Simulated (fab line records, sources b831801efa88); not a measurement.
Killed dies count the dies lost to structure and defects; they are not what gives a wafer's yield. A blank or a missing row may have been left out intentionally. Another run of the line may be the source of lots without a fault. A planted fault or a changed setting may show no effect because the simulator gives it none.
fab line records ; flow sky130
record lots=7; wafers=21; lastDay=49
route steps=708 shown DNWELL@39 PWDE@45
lots that met no fault: from a run of the same line without faults
startH: the number of hours between the record's first day and the start of the first shown wafer of the lot ; waitH: how many hours have passed since the lot's step before this one ; " the same as in the row above ; L1.1+2: several wafers, shown together as one row ; - no value, or no start given ; * or withheld: withheld ; < > ~ a bound
route shown NAME@n: NAME is a module with steps in the file, n the number in the route of the first one ; usual: average and standard deviation across the fault-free wafers ; same: alike in all rows ; chamber/n: place in a boat ; sites: readings site by site ; _std_site: standard deviation across them ; _edge_site: outer sites' mean less inner sites' ; radiusMm: for every site, how far away it sits from the centre of the wafer ; mask NAME#n: copy n ; behind: the last tool/chamber to shape the wafer ; hold: reason for holding the lot/hours on hold/outcome of the hold ; device: names the non-switching transistor (n, p or np) ; end of line: tests run on the same wafers once the route is complete ; a step without rows: its recipe alone ; killed: dies lost to structure and defects at the first sort, not the wafer's yield ; map: a wafer's dies, x killed, . not, _ none there
set.NAME: the run value of the setting; set.NAME@STEP: its run value at that earlier step ; model.NAME: the simulator's own value behind a step, which no gauge read
lots at selected steps of the route; one table per step, one row per wafer
services: the hour from which a tool's chamber was out of use, counted from the record's first day as startH (under 0 if before that day), plus the number of hours and why
## steps
# step SKY_DNWELL_EXPOSE_04
# recipe maskId=DNM; na=0.57; targetCdNm=3000; doseMj=222
# step SKY_DNWELL_PEB_05
# recipe tempC=115; timeS=withheld
# step SKY_DNWELL_DEVELOP_06
# recipe wallAngleDeg=90; developer=TMAH; developTimeS=60; devTempC=23
# step SKY_DNWELL_IMPLANT_07
# recipe species=P; energyKev=withheld; doseCm2=withheld; tiltDeg=withheld
# step SKY_DNWELL_STRIP_08
# recipe chemistry=O2/N2; powerW=1400; pressureMtorr=1500; platenTempC=withheld; o2FlowSccm=3000; n2FlowSccm=300; overashFraction=0.5
# usual drypumpMotorCurrentA=5.5/0.42; oesProductAu=0.722/0.0048; stripTimeToEndpointS=36.94/0.1
# same overashFraction=0.5
lot.wafer;tool;chamber;startH;waitH;drypumpMotorCurrentA;oesProductAu;rfHoursCounterH;stripTimeToEndpointS
L917.1;plasmaAsher-02;1;60.31;0.1;5.7;0.733;41;36.91
L917.2;plasmaAsher-02;0;60.31;0.1;5.5;0.731;41;36.94
L917.6;plasmaAsher-02;1;60.31;0.1;5.7;0.725;-;36.87
L926.2;plasmaAsher-03;0;110.22;0.1;6.1;0.714;28;36.82
L926.3;plasmaAsher-03;1;110.22;0.1;5.5;0.722;-;36.92
L926.5;plasmaAsher-03;1;110.22;0.1;5.5;0.717;-;36.85
L927.1;plasmaAsher-03;0;118.26;0.1;6.0;0.720;29;37.08
L927.4;plasmaAsher-03;0;118.26;0.1;6.0;0.728;-;36.98
L927.5;plasmaAsher-03;0;118.26;0.1;6.0;0.715;-;36.91
L928.1;plasmaAsher-03;1;121.11;0.1;5.5;0.718;29;36.86
L928.2;plasmaAsher-03;0;121.11;0.1;6.0;0.718;29;36.92
L928.5;plasmaAsher-03;1;121.11;0.1;5.6;0.716;-;36.96
L932.3;plasmaAsher-04;0;143.50;0.1;5.2;0.727;-;36.98
L932.4;plasmaAsher-04;1;143.50;0.1;4.7;0.720;-;37.02
L932.6;plasmaAsher-04;1;143.50;0.1;4.7;0.718;-;37.00
L933.1;plasmaAsher-03;1;152.21;0.1;5.6;0.721;33;37.04
L933.4;plasmaAsher-03;1;152.21;0.1;5.5;0.721;-;37.06
L933.5;plasmaAsher-03;1;152.21;0.1;5.5;0.723;-;36.94
L934.2;plasmaAsher-04;0;157.51;0.1;5.2;0.719;5;36.68
L934.5;plasmaAsher-04;0;157.51;0.1;5.2;0.724;-;36.93
L934.6;plasmaAsher-04;1;157.51;0.1;4.7;0.728;-;36.76
# step SKY_DNWELL_TW_MEAS_09
# usual DNWELL_TW=1104/7.7
lot.wafer;tool;chamber;startH;waitH;DNWELL_TW
L917.1;filmMetro-01;-;60.41;0.1;1097
L917.2;filmMetro-01;-;60.41;0.1;1092
L917.6;filmMetro-01;-;60.41;0.1;1094
L926.2;filmMetro-04;-;110.33;0.1;1099
L926.3;filmMetro-04;-;110.33;0.1;1096
L926.5;filmMetro-04;-;110.33;0.1;1097
L927.1;filmMetro-04;-;118.36;0.1;1103
L927.4;filmMetro-04;-;118.36;0.1;1109
L927.5;filmMetro-04;-;118.36;0.1;1104
L928.1;filmMetro-04;-;121.21;0.1;1103
L928.2;filmMetro-04;-;121.21;0.1;1108
L928.5;filmMetro-04;-;121.21;0.1;1107
L932.3;filmMetro-04;-;143.58;0.1;1106
L932.4;filmMetro-04;-;143.58;0.1;1104
L932.6;filmMetro-04;-;143.58;0.1;1101
L933.1;filmMetro-01;-;152.31;0.1;1099
L933.4;filmMetro-01;-;152.31;0.1;1102
L933.5;filmMetro-01;-;152.31;0.1;1097
L934.2;filmMetro-04;-;157.62;0.1;1090
L934.5;filmMetro-04;-;157.62;0.1;1088
L934.6;filmMetro-04;-;157.62;0.1;1103
# step SKY_PWDE_DEHYDRATE_00
# recipe tempC=200; timeS=60
# step SKY_PWDE_HMDS_01
# recipe primeTimeS=60; primeTempC=120
# step SKY_PWDE_COAT_02
# recipe spinRpm=2000; resistThkNm=3000
# step SKY_PWDE_SOFTBAKE_03
# recipe tempC=110; timeS=withheld
# step SKY_PWDE_EXPOSE_04
# recipe maskId=PWDEM; na=0.6; sourceShape=conventional; sigmaOuter=0.6; polarization=unpolarized; targetCdNm=840; doseMj=214
# step SKY_PWDE_PEB_05
# recipe tempC=115; timeS=withheld
# step SKY_PWDE_DEVELOP_06
# recipe wallAngleDeg=90; developer=TMAH; developTimeS=60; devTempC=23
# usual chillPlateTempC=23.00/0.1; developTimeS=60/0
lot.wafer;tool;chamber;startH;waitH;chillPlateTempC;developTimeS
L917.1;lithoTrack-02;0;74;-;22.91;60
L917.2;lithoTrack-02;0;74;-;22.88;60
L917.6;lithoTrack-02;0;74;-;22.91;60
L926.2;lithoTrack-02;-;128;-;-;-
L926.3;lithoTrack-02;-;128;-;-;-
L926.5;lithoTrack-02;-;128;-;-;-
L927.1;lithoTrack-01;-;136;-;-;-
L927.4;lithoTrack-01;-;136;-;-;-
L927.5;lithoTrack-01;-;136;-;-;-
L928.1;lithoTrack-02;-;139;-;-;-
L928.2;lithoTrack-02;-;139;-;-;-
L928.5;lithoTrack-02;-;139;-;-;-
L932.3;lithoTrack-02;0;162;-;22.81;60
L932.4;lithoTrack-02;0;162;-;22.97;60
L932.6;lithoTrack-02;0;162;-;23.05;60
L933.1;lithoTrack-01;0;172;-;23.04;60
L933.4;lithoTrack-01;0;172;-;23.12;60
L933.5;lithoTrack-01;0;172;-;23.06;60
L934.2;lithoTrack-04;0;177;-;23.06;60
L934.5;lithoTrack-04;0;177;-;23.07;60
L934.6;lithoTrack-04;0;177;-;23.13;60
# step SKY_PWDE_OVL_MEAS_07
# usual PWDE_OVL=0.5/1.5
lot.wafer;tool;chamber;startH;waitH;PWDE_OVL[nm]
L917.1;overlay-02;-;74.71;-;3.6
L917.2;overlay-02;-;74.71;-;1.6
L917.6;overlay-02;-;74.71;-;1.1
L926.2;overlay-01;-;128.86;-;-
L926.3;overlay-01;-;128.86;-;-
L926.5;overlay-01;-;128.86;-;-
L927.1;overlay-02;-;137.01;-;-
L927.4;overlay-02;-;137.01;-;-
L927.5;overlay-02;-;137.01;-;-
L928.1;overlay-01;-;139.81;-;-
L928.2;overlay-01;-;139.81;-;-
L928.5;overlay-01;-;139.81;-;-
L932.3;overlay-02;-;162.87;-;0.6
L932.4;overlay-02;-;162.87;-;-0.1
L932.6;overlay-02;-;162.87;-;0.6
L933.1;overlay-02;-;172.21;-;3.2
L933.4;overlay-02;-;172.21;-;0.6
L933.5;overlay-02;-;172.21;-;2.5
L934.2;overlay-02;-;177.67;-;-0.1
L934.5;overlay-02;-;177.67;-;-1.0
L934.6;overlay-02;-;177.67;-;-1.7
## services
tool;chamber;startH;hours;kind
plasmaAsher-03;-;74.33;4.3;pm
plasmaAsher-03;-;90.21;12.5;repair
plasmaAsher-04;-;108.75;9.0;pm
plasmaAsher-04;0;108.75;9.0;ventCycle
plasmaAsher-04;1;108.75;9.0;ventCycle
plasmaAsher-04;-;117.11;0.5;repair
plasmaAsher-04;0;117.75;-;clean
plasmaAsher-04;1;117.75;-;clean
plasmaAsher-02;-;129.45;13.3;pm
plasmaAsher-02;-;142.78;28.1;pm
## key
firstSign step=SKY_PWDE_DEVELOP_06; reading=toolRecord; direction=missing
effect none on later readings
metAt SKY_PWDE_DEVELOP_06
struckWafers L926.2,L926.3,L926.5,L927.1,L927.4,L927.5,L928.1,L928.2,L928.5
sortLeftOut L926.2,L926.3,L926.5,L927.1,L927.4,L927.5,L928.1,L928.2,L928.5
testerLeftOut L926,L927,L928
fault kind=skippedStepWhole; tool=lithoTrack-01,lithoTrack-02; chamber=-; onsetH=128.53; steps=SKY_PWDE_DEVELOP_06; scope=struckLotsOnly
# testerLeftOut: of these lots the tester's yield and bins aren't shown, on N5 and GAA mostly nor the transistor test; their killed dies are dies lost to structure and defects alone, not to doping, threshold or leakage, so they don't give the yield
# sortLeftOut: the simulated sort isn't trusted on such a fault, so these wafers' sort isn't shown, and their yield isn't known
